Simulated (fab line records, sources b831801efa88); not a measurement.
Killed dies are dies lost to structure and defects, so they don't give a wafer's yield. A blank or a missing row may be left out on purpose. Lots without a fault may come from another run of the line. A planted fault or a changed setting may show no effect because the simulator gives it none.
fab line records | flow gf180mcu
record lots=5 wafers=15 last_day=32
route steps=602 shown VT_IMPLANT@140 DUAL_GATE@141 POLY_GATE@157 HV_LDD@176
lots that met no fault: from a run of the same line without faults
start_h: hours from the record's first day to the start of the lot's first wafer shown | wait_h: hours since the lot's step before | " the same as in the row above | L1.1+2: a row that stands for several wafers | - no value, or no start given | * or withheld: withheld | < > ~ a bound
route shown NAME@n: a module of which the file shows steps, and the number in the route of the first | usual: mean/standard deviation of fault-free wafers | same: alike in all rows | chamber/n: place in a boat | sites: the reading at each site | _std_site: their standard deviation | _edge_site: outer sites' mean less inner sites' | radius_mm: how far each site lies from the wafer's centre | mask NAME#n: copy n | behind: the tool/chamber that last shaped the wafer | hold: why the lot was held/for how many hours/how that ended | device: the transistor (n, p or np) that didn't switch | end of line: the same wafers' tests at the end of the route | a step without rows: its recipe alone | killed: dies lost to structure and defects at the first sort, not the wafer's yield | map: a wafer's dies, x killed, . not, _ none there
set.NAME: the setting as run; set.NAME@STEP: as run at that earlier step | model.NAME: the simulator's own value behind a step, which no gauge read
lots at some steps of the route; a table a step, a row a wafer
services: from which hour (start_h, from the record's first day; less than 0 if before it) a tool's chamber was out of use, for how many hours, and why
## steps
# step GF_VT_IMPLANT_WET_ETCH_50
# recipe chemistry=dHF target_depth_nm=20 target=SiO2 temp_c=25 dilution=100:1 time_s=400
# columns lot.wafer tool chamber start_h wait_h
L078.1+3+5 wet_bench-03 0 188.96 0.1
L081.3+4+5 wet_bench-03 3 209.55 0.1
L082.2+5+6 wet_bench-02 2 215.21 0.1
L085.1+3+4 wet_bench-02 2 236.40 0.1
L087.2+5+6 wet_bench-02 3 248.81 0.1
# step GF_DUAL_GATE_CLEAN_00
# recipe chemistry=SC1/SC2 mix=1:4:20 temp_c=70 time_s=150
# columns lot.wafer tool chamber start_h wait_h
L078.1+3+5 wet_bench-03 3 189.08 0.0
L081.3+4+5 wet_bench-03 0 209.68 0.0
L082.2+5+6 wet_bench-02 0 215.33 0.0
L085.1+3+4 wet_bench-03 3 236.52 0.0
L087.2+5+6 wet_bench-04 1 248.93 0.0
# step GF_DUAL_GATE_CLEAN_01
# recipe chemistry=dHF time_s=20 dilution=100:1 dry=ipa_marangoni
# columns lot.wafer tool chamber start_h wait_h
L078.1+3+5 wet_bench-04 2 189.13 0.0
L081.3+4+5 wet_bench-02 3 209.74 0.0
L082.2+5+6 wet_bench-02 1 215.38 0.0
L085.1+3+4 wet_bench-02 3 236.57 0.0
L087.2+5+6 wet_bench-03 1 248.98 0.0
# step GF_DUAL_GATE_OXIDATION_02
# recipe temp_c=900 ambient=O2 stabilise_s=600 purge_s=300 target_thk_a=108.87 ox_time_s=1523
# usual zone_power_upper_pct=16.3/0.55
# same ox_time_s=1523
# columns lot.wafer tool chamber start_h wait_h zone_power_upper_pct
L078.1 furnace-01 0 190.25 1.1 15.7
L078.3 " 0 " " 15.7
L078.5 " 0 " " 15.6
L081.3 furnace-01 0 210.18 0.4 15.5
L081.4 " 0 " " 15.8
L081.5 " 0 " " 15.7
L082.2 furnace-02 0 216.49 1.1 16.6
L082.5 " 0 " " 16.6
L082.6 " 0 " " 16.6
L085.1 furnace-01 0 237.76 1.2 15.5
L085.3 " 0 " " 15.8
L085.4 " 0 " " 15.7
L087.2 furnace-01 0 252.52 3.5 15.9
L087.5 " 0 " " 15.6
L087.6 " 0 " " 15.8
# step GF_DUAL_GATE_THK_MEAS_03
# recipe reads=SiO2_of_DUAL_GATE_OXIDATION_02
# usual DUAL_GATE_OXIDATION_00_THK=10.39/0.17
# columns lot.wafer tool chamber start_h wait_h DUAL_GATE_OXIDATION_00_THK[nm]
L078.1 film_metro-01 - 191.69 0.0 10.32
L078.3 " - " " 10.34
L078.5 " - " " 10.46
L081.3 film_metro-03 - 211.64 0.0 10.40
L081.4 " - " " 10.42
L081.5 " - " " 10.66
L082.2 film_metro-02 - 217.94 0.0 10.31
L082.5 " - " " 10.42
L082.6 " - " " 10.11
L085.1 film_metro-01 - 239.21 0.0 10.04
L085.3 " - " " 10.08
L085.4 " - " " 9.90
L087.2 film_metro-02 - 253.97 0.0 10.52
L087.5 " - " " 10.45
L087.6 " - " " 10.44
# step GF_DUAL_GATE_DEHYDRATE_04
# recipe temp_c=200 time_s=60
# columns lot.wafer tool chamber start_h wait_h
L078.1+3+5 litho_track-02 0 199.57 7.9
L081.3+4+5 litho_track-04 0 219.44 7.8
L082.2+5+6 litho_track-03 0 226.92 9.0
L085.1+3+4 litho_track-02 0 248.17 9.0
L087.2+5+6 litho_track-04 0 261.96 8.0
# step GF_DUAL_GATE_HMDS_05
# recipe prime_time_s=60 prime_temp_c=120
# columns lot.wafer tool chamber start_h wait_h
L078.1+3+5 litho_track-02 0 199.72 0.1
L081.3+4+5 litho_track-04 0 219.59 0.1
L082.2+5+6 litho_track-03 0 227.07 0.1
L085.1+3+4 litho_track-02 0 248.32 0.1
L087.2+5+6 litho_track-04 0 262.11 0.1
# step GF_DUAL_GATE_COAT_06
# recipe resist=NOVOLAK spin_rpm=3000 resist_thk_nm=1000
# columns lot.wafer tool chamber start_h wait_h
L078.1+3+5 litho_track-02 0 199.87 0.1
L081.3+4+5 litho_track-04 0 219.74 0.1
L082.2+5+6 litho_track-03 0 227.22 0.1
L085.1+3+4 litho_track-02 0 248.47 0.1
L087.2+5+6 litho_track-04 0 262.26 0.1
# step GF_DUAL_GATE_SOFTBAKE_07
# recipe temp_c=90 time_s=60 resist=NOVOLAK
# columns lot.wafer tool chamber start_h wait_h
L078.1+3+5 litho_track-02 0 200.02 0.1
L081.3+4+5 litho_track-04 0 219.89 0.1
L082.2+5+6 litho_track-03 0 227.37 0.1
L085.1+3+4 litho_track-02 0 248.62 0.1
L087.2+5+6 litho_track-04 0 262.41 0.1
# step GF_DUAL_GATE_EXPOSE_08
# recipe mask_id=Dualgate target_cd_nm=700 na=0.6 source_shape=conventional sigma_outer=0.6 dose_mj=140
# usual exposure_dose_mJ_cm2=140.02/0.13
# columns lot.wafer tool chamber start_h wait_h mask exposure_dose_mJ_cm2
L078.1 iline_stepper-01 0 - - Dualgate#0 140.01
L078.3 " 0 " " Dualgate#0 139.97
L078.5 " 0 " " Dualgate#0 140.21
L081.3 iline_stepper-02 0 - - Dualgate#0 140.00
L081.4 " 0 " " Dualgate#0 139.87
L081.5 " 0 " " Dualgate#0 139.86
L082.2 iline_stepper-01 0 - - Dualgate#0 140.09
L082.5 " 0 " " Dualgate#0 140.02
L082.6 " 0 " " Dualgate#0 140.03
L085.1 iline_stepper-01 0 - - Dualgate#0 139.95
L085.3 " 0 " " Dualgate#0 140.02
L085.4 " 0 " " Dualgate#0 139.79
L087.2 iline_stepper-02 0 - - Dualgate#0 139.80
L087.5 " 0 " " Dualgate#0 139.95
L087.6 " 0 " " Dualgate#0 140.11
# step GF_DUAL_GATE_PEB_09
# recipe temp_c=withheld time_s=* resist=NOVOLAK
# columns lot.wafer tool chamber start_h wait_h
L078.1+3+5 litho_track-04 0 - -
L081.3+4+5 litho_track-03 0 - -
L082.2+5+6 litho_track-03 0 - -
L085.1+3+4 litho_track-04 0 - -
L087.2+5+6 litho_track-04 0 - -
# step GF_DUAL_GATE_DEVELOP_10
# recipe develop_time_s=60 dev_temp_c=23
# usual developer_temp_C=23.04/0.11
# columns lot.wafer tool chamber start_h wait_h developer_temp_C
L078.1 litho_track-04 0 208.44 0.1 23.10
L078.3 " 0 " " 23.11
L078.5 " 0 " " 23.02
L081.3 litho_track-03 0 228.79 0.1 23.15
L081.4 " 0 " " 23.02
L081.5 " 0 " " 23.05
L082.2 litho_track-03 0 236.17 0.1 22.87
L082.5 " 0 " " 22.81
L082.6 " 0 " " 22.86
L085.1 litho_track-04 0 257.78 0.1 23.24
L085.3 " 0 " " 23.12
L085.4 " 0 " " 23.13
L087.2 litho_track-04 0 272.26 0.1 22.98
L087.5 " 0 " " 22.89
L087.6 " 0 " " 23.13
# step GF_DUAL_GATE_OVL_MEAS_11
# usual DUAL_GATE_OVL=-0.4/1.2
# columns lot.wafer tool chamber start_h wait_h DUAL_GATE_OVL[nm]
L078.1 overlay-02 - 208.59 0.1 1.2
L078.3 " - " " -1.7
L078.5 " - " " 1.1
L081.3 overlay-02 - 228.90 0.1 -0.3
L081.4 " - " " -1.9
L081.5 " - " " 1.2
L082.2 overlay-02 - 236.30 0.1 0.2
L082.5 " - " " 1.3
L082.6 " - " " -0.5
L085.1 overlay-02 - 257.93 0.1 -1.8
L085.3 " - " " -0.8
L085.4 " - " " 0.4
L087.2 overlay-01 - 272.39 0.1 -0.1
L087.5 " - " " 1.2
L087.6 " - " " 0.9
# step GF_DUAL_GATE_WET_ETCH_12
# recipe chemistry=dHF target_depth_nm=13 dry=n2_spin target=SiO2 temp_c=25 dilution=100:1 time_s=260
# columns lot.wafer tool chamber start_h wait_h
L078.1+3+5 wet_bench-03 2 208.83 0.2
L081.3+4+5 wet_bench-02 1 228.93 0.0
L082.2+5+6 wet_bench-03 1 236.33 0.0
L085.1+3+4 wet_bench-02 0 257.97 0.0
L087.2+5+6 wet_bench-04 2 272.42 0.0
# step GF_DUAL_GATE_STRIP_13
# recipe chemistry=O2/N2 power_w=1400 pressure_mtorr=1500 platen_temp_c=250 o2_flow_sccm=3000 n2_flow_sccm=300 overash_fraction=0.5
# usual chamber_pressure_mTorr=1500.1/1.2 drypump_motor_current_A=5.8/0.45 heater_power_w=317/29 o2_flow_sccm=3000/10 oes_product_au=0.715/0.0042 platen_temp_c=249.97/0.16 strip_time_to_endpoint_s=12.65/0.04
# columns lot.wafer tool chamber start_h wait_h chamber_pressure_mTorr drypump_motor_current_A heater_power_w o2_flow_sccm oes_product_au platen_temp_c rf_hours_counter_h strip_time_to_endpoint_s
L078.1 plasma_asher-03 1 208.92 0.0 1499.7 5.2 339 2999 0.714 249.88 9 12.69
L078.3 " 1 " " 1500.7 5.2 335 2998 0.714 250.08 - 12.68
L078.5 " 1 " " 1498.5 5.2 321 2987 0.712 249.64 - 12.65
L081.3 plasma_asher-01 0 229.04 0.0 1501.5 5.8 266 2995 0.711 250.03 - 12.66
L081.4 " 1 " " 1499.2 5.4 310 2998 0.713 250.11 - 12.67
L081.5 " 1 " " 1499.1 5.4 293 3001 0.715 250.03 - 12.67
L082.2 plasma_asher-03 1 236.41 0.0 1500.9 5.2 333 2987 0.717 250.44 12 12.60
L082.5 " 1 " " 1500.1 5.2 333 3006 0.718 250.11 - 12.59
L082.6 " 0 " " 1499.0 6.2 360 3001 0.710 249.96 - 12.62
L085.1 plasma_asher-02 0 258.05 0.0 1499.7 6.5 315 3013 0.717 249.94 61 12.68
L085.3 " 0 " " 1500.3 6.5 312 3002 0.711 250.05 - 12.68
L085.4 " 1 " " 1500.6 5.7 356 2989 0.715 249.92 - 12.66
L087.2 plasma_asher-02 0 272.50 0.0 1500.6 6.5 303 2988 0.718 249.90 62 12.65
L087.5 " 1 " " 1498.6 5.7 347 2995 0.706 249.74 - 12.68
L087.6 " 0 " " 1502.4 6.6 316 2987 0.719 249.98 - 12.65
# step GF_DUAL_GATE_CLEAN_14
# recipe chemistry=SC1/SC2 mix=1:4:20 temp_c=70 time_s=150 dry=n2_spin
# columns lot.wafer tool chamber start_h wait_h
L078.1+3+5 wet_bench-03 1 209.02 0.1
L081.3+4+5 wet_bench-02 0 229.11 0.0
L082.2+5+6 wet_bench-04 0 236.51 0.1
L085.1+3+4 wet_bench-04 0 258.15 0.1
L087.2+5+6 wet_bench-03 3 272.60 0.1
# step GF_DUAL_GATE_OXIDATION_15
# recipe temp_c=850 ambient=O2 stabilise_s=600 purge_s=300 target_thk_a=70.98 ox_time_s=1995
# usual zone_power_upper_pct=14.5/0.47
# same ox_time_s=1995
# columns lot.wafer tool chamber start_h wait_h zone_power_upper_pct
L078.1 furnace-02 0 209.91 0.8 14.9
L078.3 " 0 " " 14.9
L078.5 " 0 " " 15.0
L081.3 furnace-02 0 229.16 0.0 15.0
L081.4 " 0 " " 14.8
L081.5 " 0 " " 14.8
L082.2 furnace-02 0 237.26 0.7 14.7
L082.5 " 0 " " 14.9
L082.6 " 0 " " 14.9
L085.1 furnace-01 0 259.13 0.9 13.8
L085.3 " 0 " " 14.0
L085.4 " 0 " " 13.9
L087.2 furnace-02 0 272.71 0.0 14.7
L087.5 " 0 " " 14.9
L087.6 " 0 " " 14.9
# step GF_POLY_GATE_CVD_00
# recipe material=poly-Si target_thk_nm=200 temp_c=620 time_s=1200 pressure_mtorr=200
# usual susceptor_temp_C=620.02/0.29 zone_power_upper_pct=8.2/0.83
# columns lot.wafer tool chamber start_h wait_h susceptor_temp_C zone_power_upper_pct
L078.1 lpcvd-02 0 211.51 0.0 620.01 9.0
L078.3 " 0 " " 620.03 9.2
L078.5 " 0 " " 620.28 9.0
L081.3 lpcvd-01 0 230.71 0.0 620.59 7.0
L081.4 " 0 " " 620.32 7.2
L081.5 " 0 " " 620.48 7.1
L082.2 lpcvd-02 0 238.82 0.0 619.95 9.1
L082.5 " 0 " " 619.64 9.0
L082.6 " 0 " " 620.15 9.0
L085.1 lpcvd-02 1 260.68 0.0 620.05 9.1
L085.3 " 1 " " 619.71 8.9
L085.4 " 1 " " 619.76 9.2
L087.2 lpcvd-01 0 274.26 0.0 620.07 7.1
L087.5 " 0 " " 619.98 7.2
L087.6 " 0 " " 620.46 7.1
# step GF_POLY_GATE_THK_MEAS_01
# recipe reads=poly-Si_of_POLY_GATE_CVD_00
# usual POLY_GATE_CVD_00_THK=199.4/1.7
# columns lot.wafer tool chamber start_h wait_h POLY_GATE_CVD_00_THK[nm]
L078.1 film_metro-02 - 212.84 0.0 199.7
L078.3 " - " " 198.8
L078.5 " - " " 198.5
L081.3 film_metro-02 - 232.07 0.0 197.8
L081.4 " - " " 197.5
L081.5 " - " " 198.9
L082.2 film_metro-04 - 240.16 0.0 202.2
L082.5 " - " " 202.1
L082.6 " - " " 200.9
L085.1 film_metro-02 - 262.01 0.0 201.0
L085.3 " - " " 200.5
L085.4 " - " " 199.4
L087.2 film_metro-03 - 276.27 0.0 198.6
L087.5 " - " " 198.2
L087.6 " - " " 199.3
# step GF_POLY_GATE_DEHYDRATE_02
# recipe temp_c=200 time_s=60
# columns lot.wafer tool chamber start_h wait_h
L078.1+3+5 litho_track-03 0 220.89 8.0
L081.3+4+5 litho_track-01 0 240.39 8.3
L082.2+5+6 litho_track-04 0 249.06 8.9
L085.1+3+4 litho_track-04 0 271.33 9.3
L087.2+5+6 litho_track-01 0 285.97 9.7
# step GF_POLY_GATE_HMDS_03
# recipe prime_time_s=60 prime_temp_c=120
# columns lot.wafer tool chamber start_h wait_h
L078.1+3+5 litho_track-03 0 221.04 0.1
L081.3+4+5 litho_track-01 0 240.54 0.1
L082.2+5+6 litho_track-04 0 249.21 0.1
L085.1+3+4 litho_track-04 0 271.48 0.1
L087.2+5+6 litho_track-01 0 286.12 0.1
# step GF_POLY_GATE_COAT_04
# recipe resist=BARC temp_c=withheld time_s=withheld spin_rpm=withheld resist_thk_nm=withheld
# columns lot.wafer tool chamber start_h wait_h
L078.1+3+5 litho_track-03 0 221.19 0.1
L081.3+4+5 litho_track-01 0 240.69 0.1
L082.2+5+6 litho_track-04 0 249.36 0.1
L085.1+3+4 litho_track-04 0 271.63 0.1
L087.2+5+6 litho_track-01 0 286.27 0.1
# step GF_POLY_GATE_COAT_05
# recipe resist=KrF spin_rpm=withheld resist_thk_nm=700
# columns lot.wafer tool chamber start_h wait_h
L078.1+3+5 litho_track-03 0 - -
L081.3+4+5 litho_track-01 0 - -
L082.2+5+6 litho_track-04 0 - -
L085.1+3+4 litho_track-04 0 - -
L087.2+5+6 litho_track-01 0 - -
# step GF_POLY_GATE_SOFTBAKE_06
# recipe temp_c=130 time_s=60 resist=KrF
# columns lot.wafer tool chamber start_h wait_h
L078.1+3+5 litho_track-03 0 - -
L081.3+4+5 litho_track-01 0 - -
L082.2+5+6 litho_track-04 0 - -
L085.1+3+4 litho_track-04 0 - -
L087.2+5+6 litho_track-01 0 - -
# step GF_POLY_GATE_EXPOSE_07
# recipe mask_id=Poly2 target_cd_nm=280 na=0.68 source_shape=conventional sigma_outer=0.6 dose_mj=28
# usual exposure_dose_mJ_cm2=27.984/0.025
# columns lot.wafer tool chamber start_h wait_h mask exposure_dose_mJ_cm2
L078.1 krf_scanner-02 0 - - Poly2#0 27.987
L078.3 " 0 " " Poly2#0 27.962
L078.5 " 0 " " Poly2#0 27.981
L081.3 krf_scanner-01 0 - - Poly2#0 28.018
L081.4 " 0 " " Poly2#0 28.014
L081.5 " 0 " " Poly2#0 28.009
L082.2 krf_scanner-02 0 - - Poly2#0 28.001
L082.5 " 0 " " Poly2#0 27.967
L082.6 " 0 " " Poly2#0 27.978
L085.1 krf_scanner-02 0 - - Poly2#0 27.955
L085.3 " 0 " " Poly2#0 27.952
L085.4 " 0 " " Poly2#0 27.936
L087.2 krf_scanner-02 0 - - Poly2#0 27.989
L087.5 " 0 " " Poly2#0 27.965
L087.6 " 0 " " Poly2#0 27.997
# step GF_POLY_GATE_PEB_08
# recipe peb_temp_c=135 peb_time_s=90 resist=KrF
# columns lot.wafer tool chamber start_h wait_h
L078.1+3+5 litho_track-01 0 - -
L081.3+4+5 litho_track-04 0 - -
L082.2+5+6 litho_track-01 0 - -
L085.1+3+4 litho_track-03 0 - -
L087.2+5+6 litho_track-04 0 - -
# step GF_POLY_GATE_DEVELOP_09
# recipe develop_time_s=60 resist=KrF dev_temp_c=21
# usual developer_temp_C=21.01/0.11
# columns lot.wafer tool chamber start_h wait_h developer_temp_C
L078.1 litho_track-01 0 230.34 0.2 21.13
L078.3 " 0 " " 21.34
L078.5 " 0 " " 21.08
L081.3 litho_track-04 0 250.63 0.1 21.00
L081.4 " 0 " " 21.12
L081.5 " 0 " " 21.34
L082.2 litho_track-01 0 258.72 0.2 21.04
L082.5 " 0 " " 20.96
L082.6 " 0 " " 21.08
L085.1 litho_track-03 0 281.59 0.2 21.26
L085.3 " 0 " " 20.96
L085.4 " 0 " " 21.21
L087.2 litho_track-04 0 296.11 0.2 21.22
L087.5 " 0 " " 20.84
L087.6 " 0 " " 20.92
# step GF_POLY_GATE_CD_MEAS_10
# recipe target_cd_nm=280
# usual cd_nm=279.8/1.2
# columns lot.wafer tool chamber start_h wait_h cd_nm
L078.1 cd_sem-02 - 230.49 0.1 280.3
L078.3 " - " " 280.6
L078.5 " - " " 279.8
L081.3 cd_sem-01 - 250.77 0.1 279.5
L081.4 " - " " 279.1
L081.5 " - " " 279.3
L082.2 cd_sem-01 - 258.86 0.1 281.2
L082.5 " - " " 279.7
L082.6 " - " " 280.6
L085.1 cd_sem-02 - 281.74 0.1 279.6
L085.3 " - " " 278.3
L085.4 " - " " 279.5
L087.2 cd_sem-01 - 296.25 0.1 281.5
L087.5 " - " " 280.4
L087.6 " - " " 280.0
# step GF_POLY_GATE_OVL_MEAS_11
# usual POLY_GATE_OVL=1/6.3
# columns lot.wafer tool chamber start_h wait_h POLY_GATE_OVL[nm]
L078.1 overlay-02 - 230.61 0.1 0
L078.3 " - " " -3
L078.5 " - " " -3
L081.3 overlay-02 - 250.87 0.1 -17
L081.4 " - " " -6
L081.5 " - " " -11
L082.2 overlay-01 - 258.97 0.1 -8
L082.5 " - " " 2
L082.6 " - " " 4
L085.1 overlay-01 - 281.86 0.1 10
L085.3 " - " " 12
L085.4 " - " " 7
L087.2 overlay-02 - 296.36 0.1 10
L087.5 " - " " 6
L087.6 " - " " 11
# step GF_POLY_GATE_ETCH_12
# recipe chemistry=N2/H2 target_depth_a=withheld overetch_a=withheld time_s=withheld target=BARC ion_energy_ev=200 source_w=500 bias_w=100 pressure_mtorr=30 n2_flow_sccm=100 h2_flow_sccm=200
# usual chamber_pressure_mTorr=30.002/0.027 drypump_motor_current_A=5.6/0.42 oes_product_au=0.736/0.0044 throttle_valve_pct=13.215/0.0093
# columns lot.wafer tool chamber start_h wait_h chamber_pressure_mTorr drypump_motor_current_A oes_product_au throttle_valve_pct
L078.1 rie_diel-01 3 230.65 0.0 30.037 5.5 0.742 13.192
L078.3 " 1 " " 30.022 5.6 0.728 13.204
L078.5 " 1 " " 30.030 5.6 0.741 13.205
L081.3 rie_diel-01 2 250.89 0.0 29.977 5.2 0.738 13.220
L081.4 " 1 " " 29.953 5.6 0.740 13.215
L081.5 " 0 " " 29.977 5.5 0.737 13.205
L082.2 rie_diel-02 2 259.00 0.0 29.959 4.9 0.741 13.213
L082.5 " 0 " " 30.088 5.9 0.734 13.216
L082.6 " 1 " " 29.981 5.6 0.733 13.219
L085.1 rie_diel-02 3 281.90 0.0 30.019 5.5 0.726 13.205
L085.3 " 2 " " 30.018 4.9 0.730 13.214
L085.4 " 1 " " 29.979 5.6 0.732 13.225
L087.2 rie_diel-02 0 296.39 0.0 29.977 5.9 0.735 13.217
L087.5 " 3 " " 29.984 5.5 0.732 13.209
L087.6 " 2 " " 30.013 4.9 0.743 13.224
# step GF_POLY_GATE_ETCH_13
# recipe target=poly-Si target_depth_nm=198.5 stop_on=SiO2 over_etch_frac=0.403 chemistry=HBr/Cl2 icp_w=400 bias_w=100 pressure_mtorr=10 HBr_flow_sccm=150 Cl2_flow_sccm=50 time_s=69.6
# usual chamber_pressure_mTorr=10.001/0.0083 drypump_motor_current_A=5.9/0.32 oes_product_au=0.989/0.0067 throttle_valve_pct=33.684/0.0099
# columns lot.wafer tool chamber start_h wait_h chamber_pressure_mTorr drypump_motor_current_A oes_product_au rf_hours_counter_h throttle_valve_pct
L078.1 rie_si-02 3 230.70 - 10.004 5.9 1.003 2 33.686
L078.3 " 2 " " 9.996 5.6 0.996 5 33.676
L078.5 " 3 " " 9.993 5.9 0.996 - 33.678
L081.3 rie_si-01 0 250.94 - 10.011 5.8 0.983 48 33.670
L081.4 " 2 " " 9.996 6.4 0.989 85 33.679
L081.5 " 3 " " 10.017 5.7 0.999 - 33.680
L082.2 rie_si-02 0 259.05 - 9.981 5.9 0.998 2 33.681
L082.5 " 1 " " 10.006 6.2 0.996 - 33.686
L082.6 " 0 " " 10.011 5.9 0.998 - 33.680
L085.1 rie_si-01 3 281.95 - 10.001 5.7 1.001 81 33.678
L085.3 " 1 " " 10.003 5.2 0.997 39 33.696
L085.4 " 0 " " 10.000 5.8 0.990 48 33.688
L087.2 rie_si-02 3 296.44 - 10.003 5.9 1.004 3 33.678
L087.5 " 0 " " 10.020 5.9 0.993 - 33.691
L087.6 " 1 " " 10.001 6.2 0.992 - 33.684
# step GF_POLY_GATE_STRIP_14
# recipe chemistry=O2/N2 power_w=1400 pressure_mtorr=1500 platen_temp_c=250 o2_flow_sccm=3000 n2_flow_sccm=300 overash_fraction=0.5
# usual chamber_pressure_mTorr=1500.0/1.1 drypump_motor_current_A=5.9/0.45 heater_power_w=335/15 o2_flow_sccm=3000/8.1 oes_product_au=0.504/0.0047 platen_temp_c=249.98/0.17
# columns lot.wafer tool chamber start_h wait_h chamber_pressure_mTorr drypump_motor_current_A heater_power_w o2_flow_sccm oes_product_au platen_temp_c rf_hours_counter_h
L078.1 plasma_asher-04 1 230.75 0.0 1500.4 5.9 328 2992 0.503 250.03 56
L078.3 " 1 " " 1500.1 5.9 339 2986 0.501 250.13 -
L078.5 " 0 " " 1498.5 5.8 329 3007 0.504 249.83 -
L081.3 plasma_asher-04 0 251.03 0.1 1498.5 5.8 324 2994 0.506 250.13 -
L081.4 " 1 " " 1501.6 5.9 327 3000 0.506 249.85 -
L081.5 " 0 " " 1500.9 5.8 329 2997 0.493 250.08 -
L082.2 plasma_asher-03 0 259.10 0.0 1498.6 6.3 352 3011 0.514 249.85 14
L082.5 " 0 " " 1498.5 6.2 345 2989 0.510 250.02 -
L082.6 " 1 " " 1499.9 5.2 331 3011 0.504 249.90 -
L085.1 plasma_asher-02 1 282.00 0.0 1501.0 5.7 350 3010 0.501 250.14 63
L085.3 " 0 " " 1498.4 6.5 306 3005 0.506 249.82 -
L085.4 " 1 " " 1498.6 5.7 345 2996 0.506 249.93 -
L087.2 plasma_asher-02 1 296.50 0.0 1498.5 5.7 346 3004 0.498 249.97 65
L087.5 " 1 " " 1499.4 5.7 361 3001 0.504 249.76 -
L087.6 " 0 " " 1500.0 6.5 307 3004 0.500 249.69 -
# step GF_POLY_GATE_CLEAN_15
# recipe chemistry=SC1/SC2 mix=1:4:20 temp_c=70 time_s=150 dry=n2_spin
# columns lot.wafer tool chamber start_h wait_h
L078.1+3+5 wet_bench-01 2 230.85 0.1
L081.3+4+5 wet_bench-01 0 251.10 0.0
L082.2+5+6 wet_bench-02 0 259.20 0.1
L085.1+3+4 wet_bench-01 3 282.10 0.1
L087.2+5+6 wet_bench-02 3 296.60 0.1
# step GF_POLY_GATE_OXIDATION_16
# recipe temp_c=850 ambient=O2 stabilise_s=600 purge_s=300 target_thk_a=40 ox_time_s=899
# usual zone_power_upper_pct=14.3/0.47
# same ox_time_s=899
# columns lot.wafer tool chamber start_h wait_h zone_power_upper_pct
L078.1 furnace-02 0 232.11 1.2 14.8
L078.3 " 0 " " 14.9
L078.5 " 0 " " 15.0
L081.3 furnace-01 0 253.96 2.8 14.0
L081.4 " 0 " " 13.9
L081.5 " 0 " " 14.0
L082.2 furnace-02 0 260.37 1.1 14.8
L082.5 " 0 " " 14.5
L082.6 " 0 " " 14.9
L085.1 furnace-01 0 283.24 1.1 14.0
L085.3 " 0 " " 13.9
L085.4 " 0 " " 13.9
L087.2 furnace-01 0 298.72 2.1 14.1
L087.5 " 0 " " 14.0
L087.6 " 0 " " 14.1
# step GF_POLY_GATE_THK_MEAS_17
# recipe reads=SiO2_of_POLY_GATE_OXIDATION_16
# usual POLY_GATE_OXIDATION_THK=3.99/0.088
# columns lot.wafer tool chamber start_h wait_h POLY_GATE_OXIDATION_THK[nm]
L078.1 film_metro-03 - 233.36 0.0 4.01
L078.3 " - " " 3.94
L078.5 " - " " 3.95
L081.3 film_metro-02 - 255.23 0.0 4.04
L081.4 " - " " 4.06
L081.5 " - " " 4.06
L082.2 film_metro-02 - 261.63 0.0 4.03
L082.5 " - " " 4.07
L082.6 " - " " 4.05
L085.1 film_metro-02 - 284.49 0.0 3.95
L085.3 " - " " 3.92
L085.4 " - " " 3.94
L087.2 film_metro-03 - 299.98 0.0 4.05
L087.5 " - " " 4.05
L087.6 " - " " 4.13
# step GF_POLY_GATE_CD_MEAS_18
# usual cd_nm=279.9/1.9
# columns lot.wafer tool chamber start_h wait_h cd_nm
L078.1 cd_sem-02 - 233.42 0.1 283.7
L078.3 " - " " 279.9
L078.5 " - " " 280.4
L081.3 cd_sem-02 - 255.33 0.1 276.4
L081.4 " - " " 277.3
L081.5 " - " " 279.1
L082.2 cd_sem-02 - 261.70 0.1 282.6
L082.5 " - " " 279.8
L082.6 " - " " 280.1
L085.1 cd_sem-02 - 284.55 0.1 281.2
L085.3 " - " " 277.0
L085.4 " - " " 277.2
L087.2 cd_sem-02 - 300.06 0.1 282.9
L087.5 " - " " 282.4
L087.6 " - " " 282.6
# step GF_HV_LDD_DEHYDRATE_00
# recipe temp_c=200 time_s=60
# columns lot.wafer tool chamber start_h wait_h
L078.1+3+5 litho_track-02 0 242.32 8.9
L081.3+4+5 litho_track-03 0 263.94 8.6
L082.2+5+6 litho_track-03 0 271.12 9.4
L085.1+3+4 litho_track-01 0 294.39 9.8
L087.2+5+6 litho_track-03 0 309.87 9.8
# step GF_HV_LDD_HMDS_01
# recipe prime_time_s=60 prime_temp_c=120
# columns lot.wafer tool chamber start_h wait_h
L078.1+3+5 litho_track-02 0 242.47 0.1
L081.3+4+5 litho_track-03 0 264.09 0.1
L082.2+5+6 litho_track-03 0 271.27 0.1
L085.1+3+4 litho_track-01 0 294.54 0.1
L087.2+5+6 litho_track-03 0 310.02 0.1
# step GF_HV_LDD_COAT_02
# recipe resist=NOVOLAK spin_rpm=3000 resist_thk_nm=1000
# columns lot.wafer tool chamber start_h wait_h
L078.1+3+5 litho_track-02 0 242.62 0.1
L081.3+4+5 litho_track-03 0 264.24 0.1
L082.2+5+6 litho_track-03 0 271.42 0.1
L085.1+3+4 litho_track-01 0 294.69 0.1
L087.2+5+6 litho_track-03 0 310.17 0.1
# step GF_HV_LDD_SOFTBAKE_03
# recipe temp_c=90 time_s=60 resist=NOVOLAK
# columns lot.wafer tool chamber start_h wait_h
L078.1+3+5 litho_track-02 0 242.77 0.1
L081.3+4+5 litho_track-03 0 264.39 0.1
L082.2+5+6 litho_track-03 0 271.57 0.1
L085.1+3+4 litho_track-01 0 294.84 0.1
L087.2+5+6 litho_track-03 0 310.32 0.1
## services
# columns tool chamber start_h hours kind
plasma_asher-03 - 172.32 1.6 repair
rie_diel-01 1 177.70 4.8 repair
wet_bench-02 - 178.80 5.0 repair
krf_scanner-02 - 179.80 4.5 repair
wet_bench-01 - 181.97 1.6 repair
furnace-01 - 186.16 3.0 pm
plasma_asher-03 - 190.13 2.8 pm
krf_scanner-02 - 193.96 1.3 pm
iline_stepper-02 - 195.57 5.8 repair
rie_diel-02 2 196.33 9.2 repair
wet_bench-04 - 205.80 4.1 repair
rie_diel-01 1 212.16 4.0 repair
wet_bench-03 - 213.43 3.9 repair
lpcvd-01 - 221.47 0.9 repair
krf_scanner-02 - 227.06 0.8 pm
rie_si-02 2 233.93 8.4 repair
furnace-01 - 239.21 13.3 pm
plasma_asher-03 - 255.19 1.0 repair
krf_scanner-02 - 258.17 7.3 repair
iline_stepper-01 - 265.85 3.5 repair
plasma_asher-02 - 265.92 1.6 repair
furnace-02 - 291.25 14.0 pm
krf_scanner-02 - 294.07 3.8 repair
rie_diel-02 2 306.24 2.6 repair
## key
fault none
